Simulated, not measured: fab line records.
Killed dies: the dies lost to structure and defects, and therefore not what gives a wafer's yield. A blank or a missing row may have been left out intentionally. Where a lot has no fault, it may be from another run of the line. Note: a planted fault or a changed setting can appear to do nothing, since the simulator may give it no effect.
Check of tool commonality ; flow sky130 ; Sample size 12 lots and 36 wafers

REASON IT WAS OPENED
At SKY_POLY_GATE_THK_MEAS_21 the reading POLY_GATE_OXIDATION_THK is flagged on 2 of 12 lots. No-fault wafers: 4.05 nm, standard deviation 0.088.
Rule: flag the lot when none of its wafers has a number, or when each of its wafers that has one lies beyond 4 standard deviations from that mean. The rest of the lots are taken to be sound.

lot;measured;on;POLY_GATE_OXIDATION_THK (nm), wafer by wafer;flag
L164;day 16 15:13;film-metro-01;4.11 4.07 4.02;
L165;day 17 05:21;film-metro-04;4.23 4.34 4.24;
L166;day 17 17:47;film-metro-02;4.11 4.05 4.09;
L167;day 18 03:23;film-metro-02;3.98 4.12 4.02;
L168;day 18 03:24;film-metro-01;3.91 4.08 3.95;
L169;day 18 11:44;film-metro-04;4.26 4.08 4.21;
L172;day 19 18:44;film-metro-04;3.99 3.93 3.95;
L173;day 19 18:44;film-metro-02;4.26 4.14 4.11;
L174;day 20 17:27;film-metro-04;4.03 3.90 3.95;
L180;day 22 14:25;film-metro-02;6.33 6.38 6.41;FLAGGED
L181;day 22 16:07;film-metro-02;4.00 4.04 3.99;
L186;day 23 22:37;film-metro-02;6.46 6.44 6.54;FLAGGED
Average over the flagged lots: 6.43 nm; offset from the usual +2.38 nm, equal to +27 standard deviations.

WHICH TOOL EACH LOT WENT THROUGH
The record keeps 1 process step preceding the reading, out of 708 steps on the route. Each cell gives the tool, then ch followed by the chambers the sampled wafers passed through, then the start.
lot;flag;SKY_POLY_GATE_OXIDATION_20
L164;;furnace-01 ch 0, day 16 13:58
L165;;furnace-01 ch 0, day 17 04:05
L166;;furnace-01 ch 0, day 17 16:31
L167;;furnace-01 ch 0, day 18 02:08
L168;;furnace-01 ch 0, day 18 02:08
L169;;furnace-01 ch 0, day 18 10:27
L172;;furnace-02 ch 0, day 19 17:28
L173;;furnace-02 ch 0, day 19 17:28
L174;;furnace-01 ch 0, day 20 16:11
L180;FLAGGED;furnace-01 ch 0, day 22 13:10
L181;;furnace-02 ch 0, day 22 14:52
L186;FLAGGED;furnace-01 ch 0, day 23 21:21
What is done by these steps:
- SKY_POLY_GATE_OXIDATION_20: stabilise 600 s, purge 300 s, target thk 4 nm.
- SKY_POLY_GATE_THK_MEAS_21

FLAGGED OVER TOTAL, TOOL BY TOOL (the gauges that took the reading come last)
step;tool;lots run;flagged;share of the flagged lots;sound lots run after its first flagged lot
SKY_POLY_GATE_OXIDATION_20;furnace-01;9;2;all;0
SKY_POLY_GATE_OXIDATION_20;furnace-02;3;0;none;-
SKY_POLY_GATE_THK_MEAS_21;film-metro-01;2;0;none;-
SKY_POLY_GATE_THK_MEAS_21;film-metro-02;6;2;all;1 (L181)
SKY_POLY_GATE_THK_MEAS_21;film-metro-04;4;0;none;-

THE TABLE: WHAT IT ALLOWS
furnace-01 at SKY_POLY_GATE_OXIDATION_20 and film-metro-02 at SKY_POLY_GATE_THK_MEAS_21 are the 2 rows of the table that ran each flagged lot.
- furnace-01 at SKY_POLY_GATE_OXIDATION_20 ran 9 lots, 2 of them flagged. It ran its last sound lot, L174, at day 20 16:11 and its first flagged lot, L180, at day 22 13:10: a fault with its onset between the two fits. Its own readings (spike-tc-bottom-C, spike-tc-centre-C, spike-tc-lower-C, spike-tc-top-C, spike-tc-upper-C, tube-center-temp-C, tube_center_temp_C_max, zone-power-bottom-pct, zone-power-top-pct, zone-power-upper-pct) fall more than 4 standard deviations out on all wafers of the flagged lots.
- film-metro-02 at SKY_POLY_GATE_THK_MEAS_21 ran 6 lots, 2 of them flagged. Sound lots ran on it after the first flagged one (L181), which a lasting fault on the whole tool wouldn't allow.
Just one tool remains: furnace-01 at SKY_POLY_GATE_OXIDATION_20.

WHAT WAS PUT IN BY THE SIMULATOR
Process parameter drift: furnace-01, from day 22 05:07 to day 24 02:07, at SKY_POLY_GATE_OXIDATION_20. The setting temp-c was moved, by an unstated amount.
Shown lots that were struck: L180, L186. The rule above reached the same finding.
